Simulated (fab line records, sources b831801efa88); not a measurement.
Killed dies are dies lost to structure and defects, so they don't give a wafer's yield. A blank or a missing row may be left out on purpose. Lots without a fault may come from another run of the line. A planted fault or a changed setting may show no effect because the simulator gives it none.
A struck lot beside a sound one | flow gf180mcu | 23 steps out of a route of 602
Sound: wafers L378.2, L378.4, L378.6. Struck: wafers L387.1, L387.3, L387.4. The cause comes at the end.
At each step with rows: each side's tool, then ch and its chambers, then its first start. Under that, the readings that differ: sound wafers | struck wafers | difference of the means | sigmas: that difference in standard deviations of wafers without a fault.
alike: readings whose means differ by less than 2 such deviations, and words and numbers that are the same on both sides. not compared: withheld readings, readings that some wafer has no value for, bounds like >300 that may hide the same value, and numbers for which the record gives no deviation and whose values overlap.
The two part at a step that has a row with sigmas, a row that says differs or no value, or rows on one side only. Numbers that don't overlap but have no deviation are shown without sigmas and don't part them. A reading that every wafer of one side lacks parts them only if that side has two wafers or more.

first, 5 steps without rows for these wafers: GF_HV_LDD_COAT_02 (resist thk 1000 nm); GF_HV_LDD_SOFTBAKE_03 (time 60 s); GF_HV_LDD_EXPOSE_04 (exposes mask Nplus LV AREA, target cd 400 nm); GF_HV_LDD_PEB_05; GF_HV_LDD_DEVELOP_06 (develop time 60 s).
GF_HV_LDD_CD_MEAS_07: target cd 400 nm.
  sound on cd_sem-02, day 12 11:10; struck on cd_sem-02, day 15 23:09
  alike: cd_nm
GF_HV_LDD_OVL_MEAS_08:
  sound on overlay-02, day 12 11:17; struck on overlay-01, day 15 23:16
  reading         | sound          | struck      | difference | sigmas
  HV_LDD_OVL (nm) | -0.4 -2.0 -1.3 | 3.0 0.9 1.6 | +3.1       | +2
then, 1 step without rows for these wafers: GF_HV_LDD_IMPLANT_09.
GF_HV_LDD_STRIP_10: strips in O2/N2.
  sound on plasma_asher-04 ch 0, day 12 11:28; struck on plasma_asher-03 ch 0,1, day 15 23:27
  alike: drypump_motor_current_A, heater_power_w, oes_product_au, strip_time_to_endpoint_s
  not compared: rf_hours_counter_h
GF_HV_LDD_TW_MEAS_11:
  sound on film_metro-02, day 12 11:34; struck on film_metro-03, day 15 23:33
  reading   | sound          | struck         | difference | sigmas
  HV_LDD_TW | 2388 2394 2372 | 2444 2444 2433 | +56        | +3
then, 2 steps without rows for these wafers: GF_HV_LDD_DEHYDRATE_12 (time 60 s); GF_HV_LDD_HMDS_13 (prime time 60 s).
GF_HV_LDD_COAT_14: resist thk 1000 nm.
  sound on litho_track-02 ch 0, day 12 20:40; struck on litho_track-03 ch 0, day 16 10:14
  reading                                     | sound                | struck               | difference | sigmas
  dispense_pressure_kPa (kPa)                 | 54 53 53             | 45 45 45             | -8         | -3
  spin_speed_rpm (rpm)                        | 2998.3 2996.8 3002.7 | 3237.2 3231.6 3235.0 | +235.3     | +99 or more
  model.NOVOLAK_of_HV_LDD_COAT_14.thk_nm (nm) | 1004 1002 1003       | 961.9 960.8 960      | -42.1      |
then, 3 steps without rows for these wafers: GF_HV_LDD_SOFTBAKE_15 (time 60 s); GF_HV_LDD_EXPOSE_16 (exposes mask Pplus LV AREA, target cd 400 nm); GF_HV_LDD_PEB_17.
GF_HV_LDD_DEVELOP_18: develop time 60 s.
  sound on litho_track-02 ch 0, day 13 06:34; struck on litho_track-01 ch 0, day 16 21:48
  reading                                     | sound          | struck            | difference | sigmas
  model.NOVOLAK_of_HV_LDD_COAT_14.thk_nm (nm) | 1004 1001 1003 | 961.5 960.4 959.6 | -42.2      |
  alike: developer_temp_C
GF_HV_LDD_CD_MEAS_19: target cd 400 nm.
  sound on cd_sem-02, day 13 06:43; struck on cd_sem-01, day 16 21:57
  alike: cd_nm
GF_HV_LDD_OVL_MEAS_20:
  sound on overlay-02, day 13 06:49; struck on overlay-01, day 16 22:04
  alike: HV_LDD_01_OVL
then, 1 step without rows for these wafers: GF_HV_LDD_IMPLANT_21.
GF_HV_LDD_STRIP_22: strips in O2/N2.
  sound on plasma_asher-04 ch 0,1, day 13 07:00; struck on plasma_asher-01 ch 0,1, day 16 22:16
  reading                      | sound             | struck            | difference | sigmas
  strip_time_to_endpoint_s (s) | 12.68 12.64 12.67 | 12.19 12.17 12.16 | -0.49      | -14
  alike: drypump_motor_current_A, heater_power_w, oes_product_au
  not compared: rf_hours_counter_h
GF_HV_LDD_TW_MEAS_23:
  sound on film_metro-01, day 13 07:07; struck on film_metro-03, day 16 22:22
  alike: HV_LDD_2_TW
then, 1 step without rows for these wafers: GF_PASSIVATION_PROBE_99.

WHERE THEY PART
First at GF_HV_LDD_OVL_MEAS_08; last, within this record, at GF_HV_LDD_STRIP_22. Later steps at which nothing parts them and some readings are alike: GF_HV_LDD_TW_MEAS_23.

WHY: what the simulator had put in
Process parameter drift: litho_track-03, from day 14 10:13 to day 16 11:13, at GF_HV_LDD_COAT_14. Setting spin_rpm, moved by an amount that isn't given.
